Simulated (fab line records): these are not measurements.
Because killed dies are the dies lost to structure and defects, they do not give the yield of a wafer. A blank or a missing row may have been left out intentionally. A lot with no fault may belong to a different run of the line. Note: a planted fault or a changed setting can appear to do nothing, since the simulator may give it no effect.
Matching of chambers -- flow sky130 -- 4 sister chambers for SKY_VIA3_CMP_02 on cmp-02
The step polishes SiO2. 4 wafers are shown with their chamber, then 8 later ones without.

WAFERS PAIRED WITH THEIR CHAMBERS
wafer,chamber,motor-current-A (A)
L575.1,3,11.7
L575.3,2,12.5
L575.4,0,11.5
L576.1,1,11.2

WAFERS MISSING THEIR CHAMBER
wafer,motor-current-A (A)
L576.3,10.9
L576.6,12.4
L578.2,10.8
L578.4,12.3
L578.5,10.5
L579.1,11.7
L579.3,10.6
L579.6,12.6

THE CHAMBER EACH PASSED THROUGH
wafer,from the rows above,in truth
L576.3,can't be placed: 1 or 0 or 3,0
L576.6,can't be placed: 2 or 3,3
L578.2,can't be placed: 1 or 0 or 3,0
L578.4,can't be placed: 2 or 3 or 0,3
L578.5,can't be placed: 1 or 0 or 3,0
L579.1,can't be placed: 3 or 0 or 1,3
L579.3,can't be placed: 1 or 0 or 3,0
L579.6,2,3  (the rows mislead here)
Correct placement for 0 of the 8. Cannot be placed on the basis of these rows: 7; the candidates contain the true chamber in 7. Wrongly placed: 1.
How it was worked out, from the rows above alone: a wafer's distance from a chamber is the root of the sum, over the readings, of the square of ((its reading less the chamber's mean) divided by the reading's scatter). If the next closest chamber is less than 2 further off than the closest, the wafer can't be placed; otherwise it belongs to the closest. For every chamber, the mean is computed from those of its wafers that are shown. The scatter: with one shown wafer a chamber, the root of the mean of the squares of how far each hidden wafer lies from its nearest shown one.
